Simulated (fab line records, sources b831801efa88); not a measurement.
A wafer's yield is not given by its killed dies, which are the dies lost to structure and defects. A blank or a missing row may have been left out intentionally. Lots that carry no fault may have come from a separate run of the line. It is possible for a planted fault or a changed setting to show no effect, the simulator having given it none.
The tool behind it: which one? | flow gf180mcu | 11 lots, 33 wafers sampled, at 5 steps of a route of 602

== WHAT EACH GAUGE READ, for each wafer ==
GF_POLY_GATE_THK_MEAS_01.
lot  | measured     | on           | POLY_GATE_CVD_00_THK (nm)
L504 | day 8 18:44  | filmMetro-04 | 199.8 197.9 199.6
L507 | day 9 09:51  | filmMetro-02 | 201.8 201.1 201.4
L509 | day 10 00:34 | filmMetro-01 | 198.6 199.1 199.8
L510 | day 10 09:46 | filmMetro-02 | 201.7 199.3 199.8
L515 | day 11 20:50 | filmMetro-01 | 198.1 200.7 200.1
L520 | day 13 17:54 | filmMetro-04 | 202.7 201.0 202.4
L521 | day 13 19:29 | filmMetro-04 | 197.2 198.9 196.3
L524 | day 14 13:26 | filmMetro-02 | 198.8 197.7 198.4
L523 | day 14 14:59 | filmMetro-04 | 201.5 200.5 201.4
L525 | day 14 20:40 | filmMetro-01 | 201.5 200.7 201.4
L526 | day 15 08:47 | filmMetro-01 | 202.0 201.3 201.8

GF_HV_LDD_CD_MEAS_19: the cd target is 400 nm.
lot  | measured     | on       | cdNm (nm)
L504 | day 11 02:28 | cdSem-01 | 400.3 401.7 402.1
L507 | day 11 20:10 | cdSem-01 | 397.2 395.9 397.2
L509 | day 12 09:55 | cdSem-02 | 402.1 403.3 401.2
L510 | day 12 19:55 | cdSem-01 | 398.4 397.0 400.2
L515 | day 14 09:07 | cdSem-02 | - - -
L520 | day 16 13:17 | cdSem-01 | 401.2 399.9 399.5
L521 | day 16 13:50 | cdSem-02 | 397.9 397.5 397.1
L524 | day 17 09:22 | cdSem-01 | 397.6 397.2 401.1
L523 | day 17 10:10 | cdSem-01 | 398.1 400.4 399.0
L525 | day 17 18:28 | cdSem-01 | 402.6 403.4 401.8
L526 | day 18 05:30 | cdSem-01 | 397.7 399.0 398.2

GF_HV_LDD_TW_MEAS_23.
lot  | measured     | on           | HV_LDD_2_TW
L504 | day 11 02:52 | filmMetro-01 | 1056 1056 1058
L507 | day 11 20:35 | filmMetro-02 | 1054 1049 1046
L509 | day 12 10:19 | filmMetro-03 | 1043 1038 1029
L510 | day 12 20:19 | filmMetro-03 | 1043 1042 1040
L515 | day 14 09:31 | filmMetro-01 | 30 30 30
L520 | day 16 13:41 | filmMetro-02 | 1051 1052 1053
L521 | day 16 14:12 | filmMetro-02 | 1051 1048 1052
L524 | day 17 09:46 | filmMetro-03 | 1041 1041 1043
L523 | day 17 10:34 | filmMetro-02 | 1044 1052 1049
L525 | day 17 18:52 | filmMetro-01 | 1068 1071 1065
L526 | day 18 05:54 | filmMetro-03 | 1035 1043 1035

== TOOL THAT RAN EACH LOT (tool first, then ch and the chambers of the sampled wafers, then the start) ==
lot  | GF_POLY_GATE_ETCH_12              | GF_HV_LDD_EXPOSE_16
L504 | rieDiel-01 ch 0,2, day 9 12:23    | ilineStepper-01 ch 0, day 10 16:40
L507 | rieDiel-01 ch 1,3, day 10 04:14   | ilineStepper-01 ch 0, day 11 11:04
L509 | rieDiel-02 ch 0,2,3, day 10 18:37 | ilineStepper-02 ch 0, day 12 00:46
L510 | rieDiel-02 ch 1,2, day 11 03:59   | ilineStepper-02 ch 0, day 12 10:31
L515 | rieDiel-01 ch 0,1,3, day 12 16:05 | ilineStepper-01 ch 0, day 13 22:49
L520 | rieDiel-01 ch 1,2,3, day 14 14:40 | ilineStepper-01 ch 0, day 16 02:08
L521 | rieDiel-04 ch 0,1, day 14 16:13   | ilineStepper-01 ch 0, day 16 02:40
L524 | rieDiel-01 ch 1,2,3, day 15 11:04 | ilineStepper-01 ch 0, day 16 21:59
L523 | rieDiel-02 ch 1,2, day 15 11:46   | ilineStepper-01 ch 0, day 16 22:49
L525 | rieDiel-02 ch 0,2, day 15 18:35   | ilineStepper-02 ch 0, day 17 06:50
L526 | rieDiel-04 ch 2,3, day 16 07:20   | ilineStepper-02 ch 0, day 17 19:03
- GF_POLY_GATE_ETCH_12: etches BARC in N2/H2.
- GF_HV_LDD_EXPOSE_16: exposes mask Pplus LV AREA, target cd 400 nm.

== WHAT THE TOOLS THEMSELVES READ (means of the sampled wafers that have a number; where no wafer has one, the mark that the record gives instead) ==
GF_POLY_GATE_ETCH_12.
lot  | tool       | drypumpMotorCurrentA (A) | oesProductAu (a.u.) | throttleValvePct (%)
L504 | rieDiel-01 | 5.4                      | 0.736               | 13.215
L507 | rieDiel-01 | 6.2                      | 0.737               | 13.214
L509 | rieDiel-02 | 5.9                      | 0.737               | 13.220
L510 | rieDiel-02 | 5.7                      | 0.733               | 13.217
L515 | rieDiel-01 | 6.0                      | 0.739               | 13.212
L520 | rieDiel-01 | 5.9                      | 0.732               | 13.207
L521 | rieDiel-04 | 6.2                      | 0.739               | 13.225
L524 | rieDiel-01 | 5.9                      | 0.741               | 13.218
L523 | rieDiel-02 | 6.1                      | 0.728               | 13.212
L525 | rieDiel-02 | 6.3                      | 0.733               | 13.218
L526 | rieDiel-04 | 5.6                      | 0.732               | 13.205

GF_HV_LDD_EXPOSE_16.
lot  | tool            | exposureDoseMJCm2 | reticleTempC (C)
L504 | ilineStepper-01 | 140.03            | 22.95
L507 | ilineStepper-01 | 139.99            | 23.16
L509 | ilineStepper-02 | 140.03            | 23.00
L510 | ilineStepper-02 | 139.98            | 23.10
L515 | ilineStepper-01 | 139.89            | 22.89
L520 | ilineStepper-01 | 140.02            | 22.94
L521 | ilineStepper-01 | 140.10            | 23.11
L524 | ilineStepper-01 | 140.10            | 23.04
L523 | ilineStepper-01 | 140.02            | 23.03
L525 | ilineStepper-02 | 140.09            | 23.05
L526 | ilineStepper-02 | 139.79            | 22.99

== THE ANSWER, worked out from the rows above alone ==
Rule: what is usual is taken from the lots themselves. Put in order of their means at a reading, lots are off if they are a third of the lots or fewer, leave a main group of 4 or more, and stand apart from it by a gap of 3 or more times the standard deviation of the main group's means; of several such gaps the widest counts. Not used: any main group whose means are identical at the precision the tables above print for the reading. A lot without any number at a reading at which 4 lots or more have one is off too. All remaining lots with rows at the step are treated as sound. First the gauges in route order, then the tools' own readings, where a lot's mean is used as printed above. The first step at which some lot is off is used, and at that step the reading that is off furthest; a lot without a number counts as furthest.
Off at GF_HV_LDD_CD_MEAS_19 (cdNm): L515. Without a number there: L515. For the main group the mean is 399.5 nm and the standard deviation 1.9.
A tool fits if, at a process step before that reading, it ran every lot that is off, and no sound lot after the first of them. Not tried: the gauges at GF_HV_LDD_CD_MEAS_19; whatever is off there is also off at GF_HV_LDD_TW_MEAS_23, on other tools, and gauge error can't account for it. No candidate that was tried fits.

== WHAT HAD BEEN PUT IN BY THE SIMULATOR ==
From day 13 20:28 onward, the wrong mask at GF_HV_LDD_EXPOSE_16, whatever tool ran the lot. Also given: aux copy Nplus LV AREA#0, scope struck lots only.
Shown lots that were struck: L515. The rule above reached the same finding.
